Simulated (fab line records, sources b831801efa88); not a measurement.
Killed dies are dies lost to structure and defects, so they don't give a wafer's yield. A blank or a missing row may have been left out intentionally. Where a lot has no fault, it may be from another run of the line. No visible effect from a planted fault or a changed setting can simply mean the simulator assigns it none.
Which tool is to blame? / flow sky130 / 10 lots with 30 wafers sampled at 6 steps, on a route of 708 steps

## WHAT THE GAUGES READ, wafer by wafer
Not one reading of a measure or inspect step in the record can be checked against a usual standard deviation.

## WHAT TOOL EACH LOT RAN ON (gives the tool, then ch and the chambers of the sampled wafers, and finally the start)
lot=L397; SKY_CAPM_CVD_00=pecvd-02 ch 0,1,2, day 36 15:54; SKY_METAL3_STRIP_19=plasma asher-03 ch 0,1, day 38 20:41; SKY_VIA3_HDPCVD_00=hdpcvd-02 ch 0,2, day 38 21:16; SKY_VIA3_ETCH_14=rie diel-01 ch 1,2,3, day 39 22:54; SKY_VIA3_ETCH_15=rie diel-01 ch 1,2,3, day 39 22:56; SKY_PAD_OPEN_PROBE_99=prober-01, day 46 02:38
lot=L398; SKY_CAPM_CVD_00=pecvd-03 ch 0,2, day 36 23:29; SKY_METAL3_STRIP_19=plasma asher-02 ch 0,1, day 39 02:58; SKY_VIA3_HDPCVD_00=hdpcvd-01 ch 1,2, day 39 03:42; SKY_VIA3_ETCH_14=rie diel-02 ch 0,1,2, day 40 04:27; SKY_VIA3_ETCH_15=rie diel-02 ch 0,1,2, day 40 04:29; SKY_PAD_OPEN_PROBE_99=prober-02, day 46 05:49
lot=L399; SKY_CAPM_CVD_00=pecvd-01 ch 1,2, day 37 04:25; SKY_METAL3_STRIP_19=plasma asher-04 ch 0,1, day 39 08:11; SKY_VIA3_HDPCVD_00=hdpcvd-01 ch 0,1,2, day 39 08:47; SKY_VIA3_ETCH_14=rie diel-01 ch 1,3, day 40 10:14; SKY_VIA3_ETCH_15=rie diel-01 ch 1,3, day 40 10:17; SKY_PAD_OPEN_PROBE_99=prober-01, day 46 12:55
lot=L400; SKY_CAPM_CVD_00=pecvd-03 ch 0,1, day 37 22:22; SKY_METAL3_STRIP_19=plasma asher-04 ch 0,1, day 40 00:49; SKY_VIA3_HDPCVD_00=hdpcvd-02 ch 0,1,2, day 40 01:24; SKY_VIA3_ETCH_14=rie diel-01 ch 1,2,3, day 41 01:48; SKY_VIA3_ETCH_15=rie diel-01 ch 1,2,3, day 41 01:50; SKY_PAD_OPEN_PROBE_99=prober-02, day 47 00:43
lot=L409; SKY_CAPM_CVD_00=pecvd-02 ch 1,2, day 40 07:22; SKY_METAL3_STRIP_19=plasma asher-03 ch 0,1, day 42 09:01; SKY_VIA3_HDPCVD_00=hdpcvd-01 ch 0,1, day 42 09:48; SKY_VIA3_ETCH_14=rie diel-04 ch 0,1,2, day 43 09:29; SKY_VIA3_ETCH_15=rie diel-04 ch 0,1,2, day 43 09:32; SKY_PAD_OPEN_PROBE_99=prober-01, day 48 21:49
lot=L410; SKY_CAPM_CVD_00=pecvd-02 ch 0,2, day 40 11:24; SKY_METAL3_STRIP_19=plasma asher-04 ch 0,1, day 42 12:10; SKY_VIA3_HDPCVD_00=hdpcvd-02 ch 0,1,2, day 42 12:43; SKY_VIA3_ETCH_14=rie diel-02 ch 0,1,3, day 43 12:50; SKY_VIA3_ETCH_15=rie diel-02 ch 0,1,3, day 43 12:53; SKY_PAD_OPEN_PROBE_99=prober-02, day 49 00:07
lot=L411; SKY_CAPM_CVD_00=pecvd-02 ch 0,2, day 40 19:19; SKY_METAL3_STRIP_19=plasma asher-03 ch 0,1, day 42 19:54; SKY_VIA3_HDPCVD_00=hdpcvd-02 ch 1,2, day 42 20:27; SKY_VIA3_ETCH_14=rie diel-02 ch 0,2,3, day 43 20:44; SKY_VIA3_ETCH_15=rie diel-02 ch 0,2,3, day 43 20:47; SKY_PAD_OPEN_PROBE_99=prober-01, day 49 06:46
lot=L415; SKY_CAPM_CVD_00=pecvd-02 ch 0,2, day 42 07:10; SKY_METAL3_STRIP_19=plasma asher-02 ch 0,1, day 44 06:37; SKY_VIA3_HDPCVD_00=hdpcvd-01 ch 0,2, day 44 07:12; SKY_VIA3_ETCH_14=rie diel-02 ch 0,1,2, day 45 05:32; SKY_VIA3_ETCH_15=rie diel-02 ch 0,1,2, day 45 05:35; SKY_PAD_OPEN_PROBE_99=prober-02, day 50 08:07
lot=L418; SKY_CAPM_CVD_00=pecvd-03 ch 0,1,2, day 42 15:28; SKY_METAL3_STRIP_19=plasma asher-02 ch 0,1, day 44 13:47; SKY_VIA3_HDPCVD_00=hdpcvd-01 ch 0,1,2, day 44 14:25; SKY_VIA3_ETCH_14=rie diel-01 ch 0,2,3, day 45 13:19; SKY_VIA3_ETCH_15=rie diel-01 ch 0,2,3, day 45 13:21; SKY_PAD_OPEN_PROBE_99=prober-01, day 50 13:40
lot=L419; SKY_CAPM_CVD_00=pecvd-02 ch 0,2, day 42 19:14; SKY_METAL3_STRIP_19=plasma asher-04 ch 0,1, day 44 17:17; SKY_VIA3_HDPCVD_00=hdpcvd-02 ch 0,1,2, day 44 17:52; SKY_VIA3_ETCH_14=rie diel-04 ch 2,3, day 45 16:03; SKY_VIA3_ETCH_15=rie diel-04 ch 2,3, day 45 16:05; SKY_PAD_OPEN_PROBE_99=prober-02, day 50 17:05
- SKY_CAPM_CVD_00: deposits SiO2, target thk 15.5 nm.
- SKY_METAL3_STRIP_19: strips in O2/N2.
- SKY_VIA3_HDPCVD_00: deposits SiO2, target thk 1635 nm, time 272.5 s.
- SKY_VIA3_ETCH_14: etches BARC in N2/H2, stops on SiO2, time 45.9 s, target depth 60 nm.
- SKY_VIA3_ETCH_15: etches SiO2 in C4F8/O2/Ar, stops on TiN, target depth 507 nm, time 78 s.
- SKY_PAD_OPEN_PROBE_99

## AS READ BY THE TOOLS THEMSELVES (means over the sampled wafers that have a number; for cases with no such wafer, the mark the record gives instead)
SKY_CAPM_CVD_00.
lot=L397; tool=pecvd-02; heater power outer w (W)=454; heater power w (W)=775; rf fwd power W (W)=439.4
lot=L398; tool=pecvd-03; heater power outer w (W)=414; heater power w (W)=689; rf fwd power W (W)=445.3
lot=L399; tool=pecvd-01; heater power outer w (W)=444; heater power w (W)=711; rf fwd power W (W)=444.4
lot=L400; tool=pecvd-03; heater power outer w (W)=421; heater power w (W)=734; rf fwd power W (W)=442.4
lot=L409; tool=pecvd-02; heater power outer w (W)=465; heater power w (W)=765; rf fwd power W (W)=440.1
lot=L410; tool=pecvd-02; heater power outer w (W)=407; heater power w (W)=676; rf fwd power W (W)=440.3
lot=L411; tool=pecvd-02; heater power outer w (W)=399; heater power w (W)=674; rf fwd power W (W)=439.1
lot=L415; tool=pecvd-02; heater power outer w (W)=381; heater power w (W)=646; rf fwd power W (W)=438.1
lot=L418; tool=pecvd-03; heater power outer w (W)=440; heater power w (W)=737; rf fwd power W (W)=444.8
lot=L419; tool=pecvd-02; heater power outer w (W)=456; heater power w (W)=755; rf fwd power W (W)=437.9

SKY_METAL3_STRIP_19.
lot=L397; tool=plasma asher-03; drypump motor current A (A)=5.7; oes product au (a.u.)=0.498; strip time to endpoint s (s)=6.46
lot=L398; tool=plasma asher-02; drypump motor current A (A)=5.9; oes product au (a.u.)=0.501; strip time to endpoint s (s)=6.51
lot=L399; tool=plasma asher-04; drypump motor current A (A)=6.2; oes product au (a.u.)=0.507; strip time to endpoint s (s)=6.46
lot=L400; tool=plasma asher-04; drypump motor current A (A)=6.1; oes product au (a.u.)=0.505; strip time to endpoint s (s)=6.54
lot=L409; tool=plasma asher-03; drypump motor current A (A)=5.9; oes product au (a.u.)=0.499; strip time to endpoint s (s)=6.46
lot=L410; tool=plasma asher-04; drypump motor current A (A)=6.3; oes product au (a.u.)=0.501; strip time to endpoint s (s)=6.53
lot=L411; tool=plasma asher-03; drypump motor current A (A)=5.7; oes product au (a.u.)=0.501; strip time to endpoint s (s)=6.61
lot=L415; tool=plasma asher-02; drypump motor current A (A)=5.7; oes product au (a.u.)=0.504; strip time to endpoint s (s)=6.59
lot=L418; tool=plasma asher-02; drypump motor current A (A)=5.9; oes product au (a.u.)=0.499; strip time to endpoint s (s)=6.38
lot=L419; tool=plasma asher-04; drypump motor current A (A)=6.2; oes product au (a.u.)=0.503; strip time to endpoint s (s)=6.50

SKY_VIA3_HDPCVD_00.
lot=L397; tool=hdpcvd-02; pressure mtorr (mTorr)=5.983; run length s (s)=299.5
lot=L398; tool=hdpcvd-01; pressure mtorr (mTorr)=5.993; run length s (s)=300.0
lot=L399; tool=hdpcvd-01; pressure mtorr (mTorr)=5.996; run length s (s)=300.6
lot=L400; tool=hdpcvd-02; pressure mtorr (mTorr)=6.002; run length s (s)=299.8
lot=L409; tool=hdpcvd-01; pressure mtorr (mTorr)=-; run length s (s)=-
lot=L410; tool=hdpcvd-02; pressure mtorr (mTorr)=-; run length s (s)=-
lot=L411; tool=hdpcvd-02; pressure mtorr (mTorr)=-; run length s (s)=-
lot=L415; tool=hdpcvd-01; pressure mtorr (mTorr)=6.007; run length s (s)=299.9
lot=L418; tool=hdpcvd-01; pressure mtorr (mTorr)=6.004; run length s (s)=300.5
lot=L419; tool=hdpcvd-02; pressure mtorr (mTorr)=6.007; run length s (s)=300.1

SKY_VIA3_ETCH_14.
lot=L397; tool=rie diel-01; drypump motor current A (A)=5.5; h2 flow sccm (sccm)=199.3; oes product au (a.u.)=0.855; rf fwd power W (W)=494.4; throttle valve pct (%)=13.229
lot=L398; tool=rie diel-02; drypump motor current A (A)=6.1; h2 flow sccm (sccm)=200.1; oes product au (a.u.)=0.855; rf fwd power W (W)=492.8; throttle valve pct (%)=13.224
lot=L399; tool=rie diel-01; drypump motor current A (A)=5.4; h2 flow sccm (sccm)=199.6; oes product au (a.u.)=0.855; rf fwd power W (W)=497.0; throttle valve pct (%)=13.226
lot=L400; tool=rie diel-01; drypump motor current A (A)=5.6; h2 flow sccm (sccm)=200.3; oes product au (a.u.)=0.853; rf fwd power W (W)=494.3; throttle valve pct (%)=13.223
lot=L409; tool=rie diel-04; drypump motor current A (A)=5.3; h2 flow sccm (sccm)=200.3; oes product au (a.u.)=0.857; rf fwd power W (W)=491.9; throttle valve pct (%)=13.216
lot=L410; tool=rie diel-02; drypump motor current A (A)=6.0; h2 flow sccm (sccm)=199.0; oes product au (a.u.)=0.854; rf fwd power W (W)=493.0; throttle valve pct (%)=13.217
lot=L411; tool=rie diel-02; drypump motor current A (A)=6.0; h2 flow sccm (sccm)=200.1; oes product au (a.u.)=0.857; rf fwd power W (W)=493.3; throttle valve pct (%)=13.217
lot=L415; tool=rie diel-02; drypump motor current A (A)=6.1; h2 flow sccm (sccm)=200.9; oes product au (a.u.)=0.856; rf fwd power W (W)=494.3; throttle valve pct (%)=13.225
lot=L418; tool=rie diel-01; drypump motor current A (A)=5.6; h2 flow sccm (sccm)=200.0; oes product au (a.u.)=0.855; rf fwd power W (W)=494.1; throttle valve pct (%)=13.236
lot=L419; tool=rie diel-04; drypump motor current A (A)=5.4; h2 flow sccm (sccm)=200.3; oes product au (a.u.)=0.856; rf fwd power W (W)=493.5; throttle valve pct (%)=13.221

SKY_VIA3_ETCH_15.
lot=L397; tool=rie diel-01; oes product au (a.u.)=0.949; rf fwd power W (W)=1489
lot=L398; tool=rie diel-02; oes product au (a.u.)=0.944; rf fwd power W (W)=1485
lot=L399; tool=rie diel-01; oes product au (a.u.)=0.949; rf fwd power W (W)=1485
lot=L400; tool=rie diel-01; oes product au (a.u.)=0.949; rf fwd power W (W)=1487
lot=L409; tool=rie diel-04; oes product au (a.u.)=0.375; rf fwd power W (W)=1486
lot=L410; tool=rie diel-02; oes product au (a.u.)=0.380; rf fwd power W (W)=1489
lot=L411; tool=rie diel-02; oes product au (a.u.)=0.372; rf fwd power W (W)=1487
lot=L415; tool=rie diel-02; oes product au (a.u.)=0.942; rf fwd power W (W)=1491
lot=L418; tool=rie diel-01; oes product au (a.u.)=0.946; rf fwd power W (W)=1485
lot=L419; tool=rie diel-04; oes product au (a.u.)=0.944; rf fwd power W (W)=1490

SKY_PAD_OPEN_PROBE_99.
lot=L397; tool=prober-01; defect limited yield (%)=82.3; killed_at_M0_to_M3=48; killed_at_M4_up=2.3; killed at contacts=22; killed at front end=15; killed at other=0.0; killed dies=87; killed on rim=15; killed open=45; killed short=42; sort_bin_3_pad_short (%)=1.3; sort_bin_5_function (%)=9.6; sort_bin_6_memory (%)=6.8; sort n pass=405; sort yield pct (%)=82.3
lot=L398; tool=prober-02; defect limited yield (%)=80.8; killed_at_M0_to_M3=46; killed_at_M4_up=3.0; killed at contacts=30; killed at front end=15; killed at other=0.0; killed dies=94; killed on rim=17; killed open=52; killed short=42; sort_bin_3_pad_short (%)=0.9; sort_bin_5_function (%)=10.5; sort_bin_6_memory (%)=7.8; sort n pass=398; sort yield pct (%)=80.8
lot=L399; tool=prober-01; defect limited yield (%)=81.1; killed_at_M0_to_M3=50; killed_at_M4_up=2.7; killed at contacts=23; killed at front end=17; killed at other=0.0; killed dies=93; killed on rim=17; killed open=51; killed short=42; sort_bin_3_pad_short (%)=0.8; sort_bin_5_function (%)=11.5; sort_bin_6_memory (%)=6.6; sort n pass=399; sort yield pct (%)=81.1
lot=L400; tool=prober-02; defect limited yield (%)=83.5; killed_at_M0_to_M3=47; killed_at_M4_up=4.0; killed at contacts=19; killed at front end=10; killed at other=1.3; killed dies=81; killed on rim=14; killed open=44; killed short=37; sort_bin_3_pad_short (%)=0.9; sort_bin_5_function (%)=10.0; sort_bin_6_memory (%)=5.6; sort n pass=411; sort yield pct (%)=83.5
lot=L409; tool=prober-01; defect limited yield (%)=0.0; killed_at_M0_to_M3=482; killed_at_M4_up=2.0; killed at contacts=5; killed at front end=3; killed at other=0.0; killed dies=492; killed on rim=96; killed open=8; killed short=6; sort_bin_3_pad_short (%)=25.5; sort_bin_5_function (%)=72.4; sort_bin_6_memory (%)=2.1; sort n pass=0; sort yield pct (%)=0.0
lot=L410; tool=prober-02; defect limited yield (%)=0.0; killed_at_M0_to_M3=485; killed_at_M4_up=1.3; killed at contacts=5; killed at front end=1; killed at other=0.3; killed dies=492; killed on rim=96; killed open=7; killed short=4; sort_bin_3_pad_short (%)=23.9; sort_bin_5_function (%)=73.7; sort_bin_6_memory (%)=2.5; sort n pass=0; sort yield pct (%)=0.0
lot=L411; tool=prober-01; defect limited yield (%)=0.0; killed_at_M0_to_M3=481; killed_at_M4_up=1.7; killed at contacts=4; killed at front end=4; killed at other=0.7; killed dies=492; killed on rim=96; killed open=7; killed short=7; sort_bin_3_pad_short (%)=23.2; sort_bin_5_function (%)=74.1; sort_bin_6_memory (%)=2.7; sort n pass=0; sort yield pct (%)=0.0
lot=L415; tool=prober-02; defect limited yield (%)=81.2; killed_at_M0_to_M3=47; killed_at_M4_up=2.3; killed at contacts=29; killed at front end=14; killed at other=0.3; killed dies=92; killed on rim=17; killed open=49; killed short=43; sort_bin_3_pad_short (%)=1.3; sort_bin_5_function (%)=11.0; sort_bin_6_memory (%)=6.4; sort n pass=400; sort yield pct (%)=81.2
lot=L418; tool=prober-01; defect limited yield (%)=81.8; killed_at_M0_to_M3=41; killed_at_M4_up=3.0; killed at contacts=29; killed at front end=16; killed at other=0.3; killed dies=89; killed on rim=16; killed open=50; killed short=39; sort_bin_3_pad_short (%)=0.9; sort_bin_5_function (%)=11.1; sort_bin_6_memory (%)=6.2; sort n pass=403; sort yield pct (%)=81.8
lot=L419; tool=prober-02; defect limited yield (%)=80.5; killed_at_M0_to_M3=48; killed_at_M4_up=4.0; killed at contacts=26; killed at front end=17; killed at other=0.0; killed dies=96; killed on rim=18; killed open=54; killed short=42; sort_bin_3_pad_short (%)=0.9; sort_bin_5_function (%)=11.3; sort_bin_6_memory (%)=7.3; sort n pass=396; sort yield pct (%)=80.5

## THE ANSWER, worked out from the rows above alone
Rule: what is usual is taken from the lots themselves. Put in order of their means at a reading, lots are off if they are a third of the lots or fewer, leave a main group of 4 or more, and stand apart from it by a gap of 3 or more times the standard deviation of the main group's means; of several such gaps the widest counts. If all means in a main group match to the digits the tables above print for the reading, that group is not used. A lot without any number at a reading at which 4 lots or more have one is off too. The other lots that the step has rows for count as sound. First the gauges in route order, then the tools' own readings, where a lot's mean is used as printed above. At the first step where some lot is off, the reading lying furthest off is the one used; lots without a number count as furthest.
Off at SKY_VIA3_HDPCVD_00 (pressure mtorr): L409, L410, L411. Without a number there: L409, L410, L411. Main group: mean 5.999 mTorr, sd 0.0081.
If a tool, at that step or one of the process steps before it, ran each lot that is off and ran no sound lot following the first of them, it fits. Not one of the candidates tried fits.

## WHAT THE SIMULATOR HAD PUT IN
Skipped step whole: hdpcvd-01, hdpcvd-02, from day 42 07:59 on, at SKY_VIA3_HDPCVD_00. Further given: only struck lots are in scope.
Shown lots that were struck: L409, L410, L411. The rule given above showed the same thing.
